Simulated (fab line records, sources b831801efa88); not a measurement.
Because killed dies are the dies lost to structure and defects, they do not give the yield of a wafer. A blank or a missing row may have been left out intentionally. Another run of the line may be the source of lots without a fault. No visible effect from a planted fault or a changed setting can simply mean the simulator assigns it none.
A lot that was struck, set against a sound lot / flow gf180mcu / 31 steps out of a route of 602
Sound: the wafers L922.2, L922.3, L922.5. Wafers L926.3, L926.4, L926.5 were the ones struck. Last of all comes the cause.
At each step with rows: each side's tool, then ch and its chambers, then its first start. Under that, the readings that differ: sound wafers / struck wafers / difference of the means / sigmas: that difference in standard deviations of wafers without a fault.
alike: readings whose means differ by less than 2 such deviations, and words and numbers that are the same on both sides. not compared: withheld readings, readings that some wafer has no value for, bounds like >300 that may hide the same value, and numbers for which the record gives no deviation and whose values overlap.
Wherever a step has rows on one side only, a row that says differs or no value, or a row with sigmas, the two part there. Non-overlapping numbers with no deviation appear without sigmas and do not part them. A reading that every wafer of one side lacks parts them only if that side has two wafers or more.

GF_HV_LDD_STRIP_10: strips in O2/N2.
  sound on plasma asher-02 ch 0,1, day 10 19:39; struck on plasma asher-03 ch 0,1, day 11 23:38
reading=heater power w (W); sound=358 352 366; struck=276 310 281; difference=-70; sigmas=-2
  alike: chamber pressure mTorr, drypump motor current A, oes product au, strip time to endpoint s
  not compared: rf hours counter h
GF_HV_LDD_TW_MEAS_11:
  struck on film metro-03, day 11 23:43; sound on film metro-01, day 10 19:46
  alike: HV_LDD_TW
then, 7 steps without rows for these wafers: GF_HV_LDD_DEHYDRATE_12 (time 60 s); GF_HV_LDD_HMDS_13 (prime time 60 s); GF_HV_LDD_COAT_14 (resist thk 1000 nm); GF_HV_LDD_SOFTBAKE_15 (time 60 s); GF_HV_LDD_EXPOSE_16 (exposes mask Pplus LV AREA, target cd 400 nm); GF_HV_LDD_PEB_17; GF_HV_LDD_DEVELOP_18 (develop time 60 s).
GF_HV_LDD_CD_MEAS_19 targets a cd of 400 nm.
  struck on cd sem-01, day 12 19:17; sound on cd sem-01, day 11 13:55
reading=cd nm (nm); sound=395.1 395.7 397.3; struck=401.5 400.0 401.1; difference=+4.8; sigmas=+3
GF_HV_LDD_OVL_MEAS_20:
  struck on overlay-02, day 12 19:22; sound on overlay-01, day 11 14:02
  alike: HV_LDD_01_OVL
then, 1 step without rows for these wafers: GF_HV_LDD_IMPLANT_21.
GF_HV_LDD_STRIP_22: strips in O2/N2.
  sound on plasma asher-01 ch 0,1, day 11 14:13; struck on plasma asher-01 ch 0,1, day 12 19:35
  no value came back on the struck wafers for any of 5 readings (chamber pressure mTorr (mTorr), drypump motor current A (A) and others); on the sound wafers chamber pressure mTorr (mTorr) reads 1503 1501 1501
reading=model.NOVOLAK_of_HV_LDD_COAT_14.thk nm (nm); sound=0 0 0; struck=999.9 1003 1002; difference=+1001.6; sigmas=
  not compared: rf hours counter h
GF_HV_LDD_TW_MEAS_23:
  struck on film metro-01, day 12 19:40; sound on film metro-01, day 11 14:19
  alike: HV_LDD_2_TW
then, 7 steps without rows for these wafers: GF_HV_LDD_DEHYDRATE_24 (time 60 s); GF_HV_LDD_HMDS_25 (prime time 60 s); GF_HV_LDD_COAT_26 (resist thk 1000 nm); GF_HV_LDD_SOFTBAKE_27 (time 60 s); GF_HV_LDD_EXPOSE_28 (exposes mask Nplus HV AREA, target cd 400 nm); GF_HV_LDD_PEB_29; GF_HV_LDD_DEVELOP_30 (develop time 60 s).
GF_HV_LDD_CD_MEAS_31 targets a cd of 400 nm.
  struck on cd sem-02, day 13 15:32; sound on cd sem-01, day 12 09:28
  alike: cd nm
GF_HV_LDD_OVL_MEAS_32:
  struck on overlay-02, day 13 15:38; sound on overlay-02, day 12 09:34
reading=HV_LDD_02_OVL (nm); sound=-1.6 -2.2 -1.6; struck=2.5 0.7 0.0; difference=+2.9; sigmas=+2
then, 4 steps without rows for these wafers: GF_HV_LDD_IMPLANT_33; GF_HV_LDD_IMPLANT_34; GF_HV_LDD_IMPLANT_35; GF_HV_LDD_IMPLANT_36.
GF_HV_LDD_STRIP_37: strips in O2/N2.
  sound on plasma asher-03 ch 0,1, day 12 10:12; struck on plasma asher-03 ch 0,1, day 13 17:27
reading=strip time to endpoint s (s); sound=12.61 12.60 12.61; struck=27.61 27.64 27.62; difference=+15.02; sigmas=+99 or more
  alike: chamber pressure mTorr, drypump motor current A, heater power w, oes product au
  not compared: rf hours counter h
GF_HV_LDD_TW_MEAS_38:
  struck on film metro-02, day 13 17:32; sound on film metro-02, day 12 10:19
reading=HV_LDD_3_TW; sound=1431 1433 1424; struck=30 29 30; difference=-1400; sigmas=-99 or more
then, 1 step without rows for these wafers: GF_HV_LDD_DEHYDRATE_39 (time 60 s).
-- record jumps: 17 days separate the struck wafers' starts on either side; left off in module HV_LDD, taken up again in module PASSIVATION, whose first shown step is the route's number 602 --
GF_PASSIVATION_PROBE_99:
  record: rows for the struck wafers here (prober-02, day 31 05:15), none for the sound ones

## WHERE THEY PART
At GF_HV_LDD_STRIP_10 first; at GF_PASSIVATION_PROBE_99 last (within this record only).

WHY: whatever the simulator had introduced
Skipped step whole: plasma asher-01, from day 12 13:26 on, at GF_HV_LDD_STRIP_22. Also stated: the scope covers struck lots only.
